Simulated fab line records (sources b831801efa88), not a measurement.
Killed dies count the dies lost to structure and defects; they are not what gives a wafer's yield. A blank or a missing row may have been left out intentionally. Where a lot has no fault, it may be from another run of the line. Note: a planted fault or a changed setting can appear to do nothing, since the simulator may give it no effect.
fab line records	flow sky130	part 1 of 2: steps 1 to 26 of 37
record lots=5	wafers=15	last-day=49
route steps=708 shown VIA2@521 METAL3@532 CAPM@537
lots that met no fault: from a run of the same line without faults
start-h: hours from the record's first day to the start of the lot's first wafer shown	wait-h: hours from the lot's prior step to this one	" same as the row above	L1.1+2: a single row standing in for several wafers	- no value, or no start was given	* or withheld: withheld	< > ~ a bound
route shown NAME@n: names a module that has steps shown in the file, with the first one's number in the route	usual: average and standard deviation across the fault-free wafers	same: alike in all rows	chamber/n: place in a boat	sites: per-site readings	_std_site: their standard deviation	_edge_site: outer sites' mean less inner sites'	radius-mm: for every site, how far away it sits from the centre of the wafer	mask NAME#n: copy n	behind: the tool/chamber that last shaped the wafer	hold: why the lot went on hold/how many hours it stayed there/how the hold came to an end	device: transistor that didn't switch, given as n, p or np	end of line: the same wafers' tests at the end of the route	a step without rows: its recipe alone	killed: count of dies lost to structure and defects at first sort (not the wafer's yield)	map: a wafer's dies, x killed, . not, _ none there
set.NAME: the setting that was run; set.NAME@STEP: the one run at that earlier step	model.NAME: the simulator's own value behind a step, which no gauge read
certain route steps with their lots: each step a table, each wafer a row
services: from which hour (start-h, from the record's first day; less than 0 if before it) a tool's chamber was out of use, for how many hours, and why
## steps
# step SKY_VIA2_ETCH_14
# recipe chemistry=N2/H2	target=BARC	ion-energy-ev=200	source-w=500	bias-w=100	pressure-mtorr=30	n2-flow-sccm=100	h2-flow-sccm=200	stop-on=SiO2	time-s=45.9	target-depth-a=600
# usual chamber-pressure-mTorr=30.001/0.027	drypump-motor-current-A=5.9/0.36	n2-flow-sccm=99.99/0.28	oes-product-au=0.854/0.0049	throttle-valve-pct=13.224/0.0093
lot.wafer	tool	chamber	start-h	wait-h	chamber-pressure-mTorr	drypump-motor-current-A	n2-flow-sccm	oes-product-au	rf-hours-counter-h	throttle-valve-pct
L077.2	rie-diel-02	1	870.44	0.0	29.985	5.4	100.28	0.851	16	13.233
L077.3	"	2	"	"	29.962	5.8	100.08	0.852	15	13.225
L077.4	"	2	"	"	29.987	5.8	100.15	0.864	-	13.216
L081.1	rie-diel-02	1	907.30	0.0	30.004	5.4	99.86	0.855	17	13.232
L081.3	"	0	"	"	30.015	6.5	100.05	0.859	1	13.225
L081.4	"	3	"	"	29.968	5.7	100.18	0.860	1	13.223
L086.1	rie-diel-02	3	941.13	0.0	30.007	5.6	99.96	0.852	2	13.235
L086.3	"	2	"	"	30.021	5.8	100.57	0.865	18	13.204
L086.5	"	2	"	"	29.992	5.8	100.00	0.849	-	13.226
L092.3	rie-diel-04	1	971.48	0.0	30.018	5.9	99.84	0.863	28	13.213
L092.4	"	3	"	"	29.979	5.0	99.99	0.856	6	13.233
L092.5	"	1	"	"	30.012	5.9	100.24	0.860	-	13.240
L093.3	rie-diel-04	2	988.80	0.0	30.023	5.6	99.42	0.848	14	13.242
L093.4	"	0	"	"	30.023	5.9	99.97	0.854	19	13.229
L093.5	"	0	"	"	29.956	5.9	100.23	0.856	-	13.214
# step SKY_VIA2_ETCH_15
# recipe target=SiO2	chemistry=C4F8/O2/Ar	target-depth-nm=546	stop-on=TiN	mask-material=KrF-thick	source-w=1500	bias-w=1200	pressure-mtorr=40	c4f8-flow-sccm=withheld	O2_flow_sccm=6	Ar_flow_sccm=300	time-s=84
# usual chamber-pressure-mTorr=40.00/0.038	oes-product-au=0.939/0.0044
lot.wafer	tool	chamber	start-h	wait-h	chamber-pressure-mTorr	oes-product-au	rf-hours-counter-h
L077.2	rie-diel-02	1	870.49	0.0	40.03	0.941	16
L077.3	"	2	"	"	40.03	0.936	15
L077.4	"	2	"	"	39.95	0.928	-
L081.1	rie-diel-02	1	907.34	0.0	40.00	0.936	17
L081.3	"	0	"	"	39.94	0.943	1
L081.4	"	3	"	"	39.99	0.939	1
L086.1	rie-diel-02	3	941.17	0.0	39.97	0.941	2
L086.3	"	2	"	"	39.96	0.944	18
L086.5	"	2	"	"	39.97	0.938	-
L092.3	rie-diel-04	1	971.52	0.0	40.01	0.937	28
L092.4	"	3	"	"	39.98	0.943	6
L092.5	"	1	"	"	39.98	0.938	-
L093.3	rie-diel-04	2	988.84	0.0	40.02	0.939	14
L093.4	"	0	"	"	40.04	0.934	19
L093.5	"	0	"	"	39.97	0.941	-
# step SKY_VIA2_STRIP_16
# recipe chemistry=O2/N2	power-w=1400	pressure-mtorr=1500	platen-temp-c=withheld	o2-flow-sccm=3000	n2-flow-sccm=300	overash-fraction=0.5
# usual chamber-pressure-mTorr=1500.1/1.3	drypump-motor-current-A=5.68/0.22	n2-flow-sccm=299.8/0.88	oes-product-au=0.398/0.0046	strip-time-to-endpoint-s=4.052/0.029
lot.wafer	tool	chamber	start-h	wait-h	chamber-pressure-mTorr	drypump-motor-current-A	n2-flow-sccm	oes-product-au	rf-hours-counter-h	strip-time-to-endpoint-s
L077.2	plasma-asher-04	0	870.55	0.0	1498.5	5.68	299.5	0.394	73	4.048
L077.3	"	1	"	"	1500.6	5.83	299.0	0.403	-	4.012
L077.4	"	0	"	"	1498.8	5.67	299.1	0.394	-	4.012
L081.1	plasma-asher-02	1	907.40	0.0	1500.5	5.34	299.7	0.398	16	4.064
L081.3	"	0	"	"	1498.9	5.77	300.1	0.408	-	4.064
L081.4	"	1	"	"	1498.1	5.35	300.9	0.397	-	4.068
L086.1	plasma-asher-04	0	941.23	0.0	1497.0	5.70	301.2	0.403	80	4.042
L086.3	"	0	"	"	1500.7	5.69	300.1	0.403	-	4.035
L086.5	"	1	"	"	1499.0	5.86	299.4	0.399	-	4.045
L092.3	plasma-asher-01	1	971.62	0.1	1503.3	5.98	301.5	0.399	-	4.035
L092.4	"	0	"	"	1501.9	5.41	298.7	0.404	-	4.034
L092.5	"	1	"	"	1498.5	6.00	299.2	0.388	-	4.039
L093.3	plasma-asher-02	1	988.94	0.1	1500.5	5.36	299.6	0.403	-	4.082
L093.4	"	0	"	"	1501.1	5.76	299.5	0.398	-	4.059
L093.5	"	1	"	"	1499.2	5.35	299.9	0.402	-	4.044
# step SKY_VIA2_STRIP_17
# recipe chemistry=post-etch-residue-remover	time-s=1200	temp-c=72.5
lot.wafer	tool	chamber	start-h	wait-h
L077.2+3+4	wet-bench-03	2	870.65	0.1
L081.1+3+4	wet-bench-02	3	907.50	0.1
L086.1+3+5	wet-bench-02	0	941.33	0.1
L092.3+4+5	wet-bench-03	3	971.68	0.0
L093.3+4+5	wet-bench-03	0	989.00	0.0
# step SKY_VIA2_CLEAN_18
# recipe chemistry=IPA	time-s=180	temp-c=25
lot.wafer	tool	chamber	start-h	wait-h
L077.2+3+4	wet-bench-02	3	870.99	0.0
L081.1+3+4	wet-bench-03	1	907.87	0.0
L086.1+3+5	wet-bench-03	0	941.71	0.0
L092.3+4+5	wet-bench-04	3	972.03	0.0
L093.3+4+5	wet-bench-04	1	989.34	0.0
# step SKY_VIA2_CLEAN_19
# recipe chemistry=O3/DIW	dry=n2-spin
lot.wafer	tool	chamber	start-h	wait-h
L077.2+3+4	wet-bench-03	2	871.05	0.0
L081.1+3+4	wet-bench-02	3	907.93	0.0
L086.1+3+5	wet-bench-02	0	941.77	0.0
L092.3+4+5	wet-bench-02	3	972.08	0.0
L093.3+4+5	wet-bench-03	0	989.41	0.0
# step SKY_VIA2_SPUTTER_20
# recipe material=TiN	target-thk-nm=20	chamber-pressure-pa=5	power-w=4000	time-s=80
# usual throttle-valve-pct=29.4/0.83
lot.wafer	tool	chamber	start-h	wait-h	throttle-valve-pct
L077.2	pvd-sputter-01	-	871.14	0.0	29.7
L077.3	"	-	"	"	30.0
L077.4	"	-	"	"	28.9
L081.1	pvd-sputter-01	-	908.03	0.0	29.3
L081.3	"	-	"	"	29.9
L081.4	"	-	"	"	30.1
L086.1	pvd-sputter-03	-	941.87	0.0	28.8
L086.3	"	-	"	"	29.5
L086.5	"	-	"	"	28.8
L092.3	pvd-sputter-03	-	972.18	0.0	30.6
L092.4	"	-	"	"	28.8
L092.5	"	-	"	"	30.8
L093.3	pvd-sputter-03	-	989.50	0.0	28.6
L093.4	"	-	"	"	28.9
L093.5	"	-	"	"	28.3
# step SKY_VIA2_CVD_21
# recipe material=W	target-thk-nm=420	time-s=126.4	temp-c=400	pressure-torr=40
# usual heater-power-w=852/93
lot.wafer	tool	chamber	start-h	wait-h	heater-power-w
L077.2	cvd-w-01	0	871.20	0.0	809
L077.3	"	0	"	"	808
L077.4	"	1	"	"	891
L081.1	cvd-w-02	1	908.09	0.0	988
L081.3	"	1	"	"	961
L081.4	"	0	"	"	749
L086.1	cvd-w-02	0	941.93	0.0	741
L086.3	"	0	"	"	747
L086.5	"	1	"	"	966
L092.3	cvd-w-02	1	972.29	0.1	959
L092.4	"	0	"	"	741
L092.5	"	0	"	"	741
L093.3	cvd-w-02	1	989.60	0.1	1010
L093.4	"	0	"	"	758
L093.5	"	1	"	"	962
# step SKY_VIA2_RS_MEAS_22
# recipe thk-meas-gauge=four-point-probe	reads=W_of_VIA2_CVD_21+TiN_of_VIA2_SPUTTER_20
# usual VIA2_W_RS=0.273/0.0033
lot.wafer	tool	chamber	start-h	wait-h	VIA2_W_RS[ohm/sq]
L077.2	film-metro-04	-	871.35	0.1	0.269
L077.3	"	-	"	"	0.268
L077.4	"	-	"	"	0.279
L081.1	film-metro-01	-	908.22	0.1	0.275
L081.3	"	-	"	"	0.271
L081.4	"	-	"	"	0.275
L086.1	film-metro-04	-	942.06	0.1	0.271
L086.3	"	-	"	"	0.269
L086.5	"	-	"	"	0.273
L092.3	film-metro-02	-	972.42	0.1	0.276
L092.4	"	-	"	"	0.272
L092.5	"	-	"	"	0.273
L093.3	film-metro-02	-	989.73	0.1	0.279
L093.4	"	-	"	"	0.277
L093.5	"	-	"	"	0.276
# step SKY_VIA2_THK_MEAS_23
# recipe thk-meas-gauge=xrf	reads=W_of_VIA2_CVD_21
# usual VIA2_W_THK=410/7.7
lot.wafer	tool	chamber	start-h	wait-h	VIA2_W_THK[nm]
L077.2	film-metro-04	-	871.46	0.1	419
L077.3	"	-	"	"	422
L077.4	"	-	"	"	408
L081.1	film-metro-01	-	908.34	0.1	409
L081.3	"	-	"	"	415
L081.4	"	-	"	"	412
L086.1	film-metro-04	-	942.18	0.1	423
L086.3	"	-	"	"	425
L086.5	"	-	"	"	418
L092.3	film-metro-02	-	972.52	0.1	402
L092.4	"	-	"	"	405
L092.5	"	-	"	"	404
L093.3	film-metro-02	-	989.83	0.1	398
L093.4	"	-	"	"	401
L093.5	"	-	"	"	399
# step SKY_VIA2_CMP_24
# recipe stop-on=SiO2	t-overpolish-s=20	down-force-psi=3.5	platen-rpm=60	target-thk-nm=0	pad-velocity-m-s=0.94248
# usual motor-current-A=10.2/0.65	overpolish-run-s=19.999/0.0094	time-to-endpoint-s=100/4
lot.wafer	tool	chamber	start-h	wait-h	motor-current-A	overpolish-run-s	time-to-endpoint-s
L077.4	cmp-01	1	871.70	0.2	11.6	19.996	99
L077.2	"	2	"	"	10.7	20.007	105
L077.3	"	3	"	"	11.4	19.982	105
L081.3	cmp-02	0	908.45	0.1	9.4	20.008	107
L081.1	"	1	"	"	10.2	20.003	96
L081.4	"	2	"	"	10.2	19.991	103
L086.1	cmp-02	3	942.24	0.1	9.4	20.001	100
L086.3	"	1	"	"	9.9	20.009	98
L086.5	"	0	"	"	9.9	20.014	105
L092.4	cmp-02	0	972.56	0.0	10.4	19.998	104
L092.3	"	3	"	"	9.5	20.012	96
L092.5	"	0	"	"	10.3	19.977	97
L093.4	cmp-02	1	989.92	0.1	11.1	19.996	85
L093.3	"	3	"	"	9.1	19.993	96
L093.5	"	1	"	"	10.3	19.992	89
# step SKY_METAL3_SPUTTER_00
# recipe material=Ti	target-thk-nm=15	power-w=3000	time-s=10	chamber-pressure-pa=0.4
# usual throttle-valve-pct=29.7/0.77
lot.wafer	tool	chamber	start-h	wait-h	throttle-valve-pct
L077.2	pvd-sputter-04	-	872.00	0.2	28.1
L077.3	"	-	"	"	30.2
L077.4	"	-	"	"	29.1
L081.1	pvd-sputter-02	-	908.70	0.1	30.4
L081.3	"	-	"	"	30.2
L081.4	"	-	"	"	30.9
L086.1	pvd-sputter-04	-	942.54	0.2	27.9
L086.3	"	-	"	"	30.5
L086.5	"	-	"	"	29.9
L092.3	pvd-sputter-02	-	972.86	0.1	29.9
L092.4	"	-	"	"	29.4
L092.5	"	-	"	"	31.0
L093.3	pvd-sputter-02	-	990.17	0.1	29.4
L093.4	"	-	"	"	29.9
L093.5	"	-	"	"	30.3
# step SKY_METAL3_SPUTTER_01
# recipe material=TiN	target-thk-nm=20	power-w=6500	time-s=16.7	chamber-pressure-pa=0.4
# usual throttle-valve-pct=29.7/0.75
lot.wafer	tool	chamber	start-h	wait-h	throttle-valve-pct
L077.2	pvd-sputter-04	-	872.03	0.0	28.1
L077.3	"	-	"	"	30.6
L077.4	"	-	"	"	29.4
L081.1	pvd-sputter-02	-	908.73	0.0	30.5
L081.3	"	-	"	"	30.2
L081.4	"	-	"	"	30.6
L086.1	pvd-sputter-04	-	942.56	0.0	27.9
L086.3	"	-	"	"	30.1
L086.5	"	-	"	"	30.0
L092.3	pvd-sputter-02	-	972.88	0.0	29.7
L092.4	"	-	"	"	29.5
L092.5	"	-	"	"	31.0
L093.3	pvd-sputter-02	-	990.19	0.0	29.3
L093.4	"	-	"	"	30.1
L093.5	"	-	"	"	30.5
# step SKY_METAL3_SPUTTER_02
# recipe material=AlCu	target-thk-nm=735	power-w=10600	time-s=39.1	chamber-pressure-pa=0.4
# usual throttle-valve-pct=29.7/0.76
lot.wafer	tool	chamber	start-h	wait-h	throttle-valve-pct
L077.2	pvd-sputter-04	-	872.05	0.0	27.9
L077.3	"	-	"	"	30.5
L077.4	"	-	"	"	29.1
L081.1	pvd-sputter-02	-	908.75	0.0	30.5
L081.3	"	-	"	"	30.2
L081.4	"	-	"	"	31.2
L086.1	pvd-sputter-04	-	942.59	0.0	28.1
L086.3	"	-	"	"	30.5
L086.5	"	-	"	"	30.0
L092.3	pvd-sputter-02	-	972.90	0.0	30.1
L092.4	"	-	"	"	29.4
L092.5	"	-	"	"	30.9
L093.3	pvd-sputter-02	-	990.22	0.0	29.5
L093.4	"	-	"	"	30.3
L093.5	"	-	"	"	30.5
# step SKY_METAL3_SPUTTER_03
# recipe material=Ti	target-thk-nm=5	power-w=3000	time-s=3.3	chamber-pressure-pa=0.4
# usual throttle-valve-pct=29.7/0.74
lot.wafer	tool	chamber	start-h	wait-h	throttle-valve-pct
L077.2	pvd-sputter-04	-	872.09	0.0	28.1
L077.3	"	-	"	"	30.5
L077.4	"	-	"	"	28.7
L081.1	pvd-sputter-02	-	908.79	0.0	30.6
L081.3	"	-	"	"	29.8
L081.4	"	-	"	"	30.9
L086.1	pvd-sputter-04	-	942.62	0.0	28.1
L086.3	"	-	"	"	30.6
L086.5	"	-	"	"	30.0
L092.3	pvd-sputter-02	-	972.94	0.0	30.0
L092.4	"	-	"	"	29.8
L092.5	"	-	"	"	30.7
L093.3	pvd-sputter-02	-	990.26	0.0	29.2
L093.4	"	-	"	"	30.0
L093.5	"	-	"	"	30.4
# step SKY_METAL3_SPUTTER_04
# recipe material=TiN	target-thk-nm=70	power-w=6500	time-s=58.3	chamber-pressure-pa=0.4
# usual throttle-valve-pct=29.7/0.75
lot.wafer	tool	chamber	start-h	wait-h	throttle-valve-pct
L077.2	pvd-sputter-04	-	872.11	0.0	27.8
L077.3	"	-	"	"	30.3
L077.4	"	-	"	"	28.9
L081.1	pvd-sputter-02	-	908.81	0.0	30.6
L081.3	"	-	"	"	30.2
L081.4	"	-	"	"	31.1
L086.1	pvd-sputter-04	-	942.64	0.0	27.8
L086.3	"	-	"	"	30.3
L086.5	"	-	"	"	30.2
L092.3	pvd-sputter-02	-	972.96	0.0	30.1
L092.4	"	-	"	"	29.2
L092.5	"	-	"	"	30.7
L093.3	pvd-sputter-02	-	990.28	0.0	29.2
L093.4	"	-	"	"	30.2
L093.5	"	-	"	"	30.5
# step SKY_CAPM_CVD_00
# recipe material=SiO2	target-thk-nm=15.5	temp-c=400	time-s=withheld	rf-w=450
# usual heater-power-w=692/72
lot.wafer	tool	chamber	start-h	wait-h	heater-power-w
L077.2	pecvd-02	2	872.16	0.0	693
L077.3	"	0	"	"	633
L077.4	"	2	"	"	689
L081.1	pecvd-02	1	908.86	0.0	625
L081.3	"	0	"	"	722
L081.4	"	0	"	"	680
L086.1	pecvd-04	0	942.69	0.0	723
L086.3	"	2	"	"	759
L086.5	"	1	"	"	751
L092.3	pecvd-01	0	973.02	0.0	773
L092.4	"	2	"	"	633
L092.5	"	0	"	"	771
L093.3	pecvd-01	1	990.32	0.0	637
L093.4	"	2	"	"	551
L093.5	"	0	"	"	705
# step SKY_CAPM_THK_MEAS_01
# recipe reads=SiO2_of_CAPM_CVD_00
# usual CAPM_CVD_00_THK=15.54/0.22
lot.wafer	tool	chamber	start-h	wait-h	CAPM_CVD_00_THK[nm]
L077.2	film-metro-04	-	872.19	-	15.52
L077.3	"	-	"	"	15.21
L077.4	"	-	"	"	15.72
L081.1	film-metro-02	-	908.88	-	15.33
L081.3	"	-	"	"	15.21
L081.4	"	-	"	"	15.43
L086.1	film-metro-04	-	942.71	-	15.52
L086.3	"	-	"	"	15.72
L086.5	"	-	"	"	15.63
L092.3	film-metro-04	-	973.06	-	15.67
L092.4	"	-	"	"	15.88
L092.5	"	-	"	"	15.48
L093.3	film-metro-02	-	990.37	-	15.74
L093.4	"	-	"	"	15.64
L093.5	"	-	"	"	15.83
# step SKY_CAPM_SPUTTER_02
# recipe material=TiN	target-thk-nm=200	temp-c=300	power-w=6500	time-s=166.7	chamber-pressure-pa=0.4
# usual throttle-valve-pct=29.4/0.82
lot.wafer	tool	chamber	start-h	wait-h	throttle-valve-pct
L077.2	pvd-sputter-03	-	872.24	0.0	30.5
L077.3	"	-	"	"	28.7
L077.4	"	-	"	"	28.6
L081.1	pvd-sputter-03	-	908.94	0.1	28.8
L081.3	"	-	"	"	30.7
L081.4	"	-	"	"	28.4
L086.1	pvd-sputter-04	-	942.77	0.1	28.0
L086.3	"	-	"	"	29.1
L086.5	"	-	"	"	28.1
L092.3	pvd-sputter-03	-	973.10	0.0	28.9
L092.4	"	-	"	"	29.7
L092.5	"	-	"	"	29.9
L093.3	pvd-sputter-04	-	990.41	0.0	30.5
L093.4	"	-	"	"	29.0
L093.5	"	-	"	"	29.3
# step SKY_CAPM_RS_MEAS_03
# recipe thk-meas-gauge=four-point-probe	reads=TiN_of_CAPM_SPUTTER_02
# usual CAPM_TIN_RS=6.91/0.062
lot.wafer	tool	chamber	start-h	wait-h	CAPM_TIN_RS[ohm/sq]
L077.2	film-metro-03	-	872.37	0.1	6.97
L077.3	"	-	"	"	6.87
L077.4	"	-	"	"	7.01
L081.1	film-metro-03	-	909.05	0.1	6.82
L081.3	"	-	"	"	6.96
L081.4	"	-	"	"	6.91
L086.1	film-metro-03	-	942.88	0.1	6.92
L086.3	"	-	"	"	6.88
L086.5	"	-	"	"	6.89
L092.3	film-metro-02	-	973.25	0.1	6.86
L092.4	"	-	"	"	6.93
L092.5	"	-	"	"	6.92
L093.3	film-metro-02	-	990.56	0.1	7.03
L093.4	"	-	"	"	7.02
L093.5	"	-	"	"	6.93
# step SKY_CAPM_THK_MEAS_04
# recipe thk-meas-gauge=xrf	reads=TiN_of_CAPM_SPUTTER_02
# usual CAPM_TIN_THK=199.0/1.9
lot.wafer	tool	chamber	start-h	wait-h	CAPM_TIN_THK[nm]
L077.2	film-metro-03	-	872.48	0.1	197.7
L077.3	"	-	"	"	201.2
L077.4	"	-	"	"	196.0
L081.1	film-metro-03	-	909.17	0.1	201.8
L081.3	"	-	"	"	198.1
L081.4	"	-	"	"	199.3
L086.1	film-metro-03	-	943.00	0.1	198.5
L086.3	"	-	"	"	200.1
L086.5	"	-	"	"	199.5
L092.3	film-metro-02	-	973.35	0.1	200.5
L092.4	"	-	"	"	199.0
L092.5	"	-	"	"	199.5
L093.3	film-metro-02	-	990.66	0.1	196.8
L093.4	"	-	"	"	196.9
L093.5	"	-	"	"	198.2
# step SKY_CAPM_DEHYDRATE_05
# recipe temp-c=200	time-s=60
# usual plate-temp-C=200.02/0.16
lot.wafer	tool	chamber	start-h	wait-h	plate-temp-C
L077.2	litho-track-02	0	885.35	12.9	199.98
L077.3	"	0	"	"	200.06
L077.4	"	0	"	"	199.80
L081.1	litho-track-03	0	921.07	11.9	199.79
L081.3	"	0	"	"	200.04
L081.4	"	0	"	"	200.02
L086.1	litho-track-04	0	953.74	10.7	200.01
L086.3	"	0	"	"	199.86
L086.5	"	0	"	"	200.06
L092.3	litho-track-02	0	984.62	11.3	199.94
L092.4	"	0	"	"	200.04
L092.5	"	0	"	"	200.03
L093.3	litho-track-02	0	1001.32	10.7	199.82
L093.4	"	0	"	"	199.71
L093.5	"	0	"	"	199.88
# step SKY_CAPM_HMDS_06
# recipe prime-time-s=60	prime-temp-c=120
lot.wafer	tool	chamber	start-h	wait-h
L077.2+3+4	litho-track-02	0	885.50	0.1
L081.1+3+4	litho-track-03	0	921.22	0.1
L086.1+3+5	litho-track-04	0	953.89	0.1
L092.3+4+5	litho-track-02	0	984.77	0.1
L093.3+4+5	litho-track-02	0	1001.47	0.1
# step SKY_CAPM_COAT_07
# recipe resist=NOVOLAK	spin-rpm=3000	resist-thk-nm=1140
lot.wafer	tool	chamber	start-h	wait-h
L077.2+3+4	litho-track-02	0	885.65	0.1
L081.1+3+4	litho-track-03	0	921.37	0.1
L086.1+3+5	litho-track-04	0	954.04	0.1
L092.3+4+5	litho-track-02	0	984.92	0.1
L093.3+4+5	litho-track-02	0	1001.62	0.1
# step SKY_CAPM_SOFTBAKE_08
# recipe temp-c=90	time-s=60	resist=NOVOLAK
# usual plate-temp-C=89.98/0.11
lot.wafer	tool	chamber	start-h	wait-h	plate-temp-C
L077.2	litho-track-02	0	885.80	0.1	89.94
L077.3	"	0	"	"	90.05
L077.4	"	0	"	"	89.77
L081.1	litho-track-03	0	921.52	0.1	90.05
L081.3	"	0	"	"	89.97
L081.4	"	0	"	"	89.99
L086.1	litho-track-04	0	954.19	0.1	90.10
L086.3	"	0	"	"	89.98
L086.5	"	0	"	"	89.91
L092.3	litho-track-02	0	985.07	0.1	90.13
L092.4	"	0	"	"	89.84
L092.5	"	0	"	"	90.05
L093.3	litho-track-02	0	1001.77	0.1	89.93
L093.4	"	0	"	"	89.95
L093.5	"	0	"	"	90.04
# step SKY_CAPM_EXPOSE_09
# recipe mask-id=CAPM	na=0.6	source-shape=conventional	sigma-outer=0.6	polarization=unpolarized	target-cd-nm=1000	dose-mj=159
# same na=0.6
lot.wafer	tool	chamber	start-h	wait-h	mask
L077.2+3+4	iline-stepper-01	0	-	-	CAPM#0
L081.1+3+4	iline-stepper-01	0	-	-	CAPM#0
L086.1+3+5	iline-stepper-01	0	-	-	CAPM#0
L092.3+4+5	iline-stepper-02	0	-	-	CAPM#0
L093.3+4+5	iline-stepper-02	0	-	-	CAPM#0
